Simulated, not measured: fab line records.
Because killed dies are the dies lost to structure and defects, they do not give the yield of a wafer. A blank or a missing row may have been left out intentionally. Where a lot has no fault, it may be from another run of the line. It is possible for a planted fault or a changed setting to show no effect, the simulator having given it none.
Which of the tools did it? -- flow sky130 -- 6 lots, 18 wafers sampled, at 3 steps of a route of 708

## WHAT THE GAUGES READ, wafer by wafer
SKY_VIA2_THK_MEAS_23: measures by xrf.
lot,measured,on,VIA2_W_THK (nm)
L153,day 36 16:32,filmMetro-02,429 442 426
L156,day 37 16:14,filmMetro-03,429 434 436
L164,day 40 05:46,filmMetro-03,434 439 426
L168,day 41 09:11,filmMetro-01,428 437 443
L171,day 42 03:06,filmMetro-03,444 436 434
L174,day 42 21:19,filmMetro-01,440 438 438

## TOOL THAT RAN EACH LOT (tool first, then ch and the chambers of the sampled wafers, then the start)
lot,SKY_VIA2_ETCH_14,SKY_VIA2_ETCH_15
L153,"rieDiel-04 ch 0,2,3, day 36 15:29","rieDiel-04 ch 0,2,3, day 36 15:32"
L156,"rieDiel-03 ch 0,1,3, day 37 15:13","rieDiel-03 ch 0,1,3, day 37 15:16"
L164,"rieDiel-02 ch 0,2,3, day 40 04:44","rieDiel-02 ch 0,2,3, day 40 04:47"
L168,"rieDiel-04 ch 1,2,3, day 41 08:10","rieDiel-04 ch 1,2,3, day 41 08:13"
L171,"rieDiel-04 ch 0,1, day 42 02:02","rieDiel-04 ch 0,1, day 42 02:05"
L174,"rieDiel-03 ch 0,1,2, day 42 20:16","rieDiel-03 ch 0,1,2, day 42 20:19"
- SKY_VIA2_ETCH_14: etches BARC in N2/H2, stops on SiO2, time 45.9 s, target depth 60 nm.
- SKY_VIA2_ETCH_15: etches SiO2 in C4F8/O2/Ar, stops on TiN, target depth 546 nm, time 84 s.

## THE ANSWER, worked out from the rows above alone
Rule: usual is defined by the lots themselves. Put in order of their means at a reading, lots are off if they are a third of the lots or fewer, leave a main group of 4 or more, and stand apart from it by a gap of 3 or more times the standard deviation of the main group's means; of several such gaps the widest counts. The tables above print the reading to a certain number of digits; a main group whose means all agree to those digits is not used. Also off: a lot with no number at a reading for which 4 or more lots have one. All remaining lots with rows at the step are treated as sound.
No lot is off on any of the readings shown, so nothing can be concluded from this.

## WHAT HAD BEEN PUT IN BY THE SIMULATOR
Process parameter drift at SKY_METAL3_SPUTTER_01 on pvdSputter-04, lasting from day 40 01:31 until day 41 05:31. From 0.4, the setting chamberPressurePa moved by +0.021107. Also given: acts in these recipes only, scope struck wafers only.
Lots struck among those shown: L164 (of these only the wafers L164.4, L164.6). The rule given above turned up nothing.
